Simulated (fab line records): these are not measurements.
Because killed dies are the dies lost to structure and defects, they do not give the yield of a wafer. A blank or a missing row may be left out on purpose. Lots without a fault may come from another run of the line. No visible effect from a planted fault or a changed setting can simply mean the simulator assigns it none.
A lot that was struck, set against a sound lot -- flow sky130 -- 14 out of 708 route steps
Sound: these wafers, L856.4, L856.5, L856.6. Wafers struck: L854.2, L854.4, L854.6. The cause is given at the end.
Order at every step that has rows: each side's tool, ch and its chambers, its first start. Under that, the readings that differ: sound wafers -- struck wafers -- difference of the means -- sigmas: that difference in standard deviations of wafers without a fault.
alike: words and numbers the same on both sides, and readings whose means are apart by under 2 such deviations; not compared: readings that were withheld, readings missing a value for some wafer, numbers with overlapping values and no deviation given by the record, and bounds like >300 which may hide the same value.
The two part at a step that has a row with sigmas, a row that says differs or no value, or rows on one side only. Non-overlapping numbers with no deviation appear without sigmas and do not part them. A reading missing from all wafers of one side parts the sides only when that side holds two or more wafers.

SKY_RES_XHIGH_TW_MEAS_09:
  sound on filmMetro-04 at day 33 10:31; struck on filmMetro-04 at day 32 19:02
  alike: RES_XHIGH_TW
then, 7 steps without rows for these wafers: SKY_SD_N_DEHYDRATE_00 (time 60 s); SKY_SD_N_HMDS_01 (prime time 60 s); SKY_SD_N_COAT_02 (resist thk 1140 nm); SKY_SD_N_SOFTBAKE_03 (time 60 s); SKY_SD_N_EXPOSE_04 (exposes mask NSDM, target cd 380 nm); SKY_SD_N_PEB_05; SKY_SD_N_DEVELOP_06 (develop time 60 s).
SKY_SD_N_CD_MEAS_07: target cd 380 nm.
  sound on cdSem-02 at day 34 12:53; struck on cdSem-02 at day 33 21:39
  alike: cdNm
SKY_SD_N_OVL_MEAS_08:
  sound on overlay-01 at day 34 12:58; struck on overlay-01 at day 33 21:46
  alike: SD_N_OVL
then, 2 steps without rows for these wafers: SKY_SD_N_IMPLANT_09; SKY_SD_N_IMPLANT_10.
SKY_SD_N_STRIP_11: strips in O2/N2.
  sound on plasmaAsher-04 ch 0,1, day 34 13:19; struck on plasmaAsher-04 ch 0,1, day 33 22:05
  no value came back on the struck wafers for chamberPressureMTorr (mTorr), drypumpMotorCurrentA (A), oesProductAu (a.u.), stripTimeToEndpointS (s); on the sound wafers chamberPressureMTorr (mTorr) reads 1500.7 1501.0 1501.1
reading,sound,struck,difference,sigmas
model.NOVOLAK_of_SD_N_COAT_02.thkNm (nm),0 0 0,1138 1143 1142,+1141,
  not compared: rfHoursCounterH
SKY_SD_N_TW_MEAS_12:
  sound on filmMetro-01 at day 34 13:25; struck on filmMetro-01 at day 33 22:12
  alike: SD_N_TW

## WHERE THEY PART
SKY_SD_N_STRIP_11 only, going by this record. Later steps at which nothing parts them and some readings are alike: SKY_SD_N_TW_MEAS_12.

WHY: what had been put in by the simulator
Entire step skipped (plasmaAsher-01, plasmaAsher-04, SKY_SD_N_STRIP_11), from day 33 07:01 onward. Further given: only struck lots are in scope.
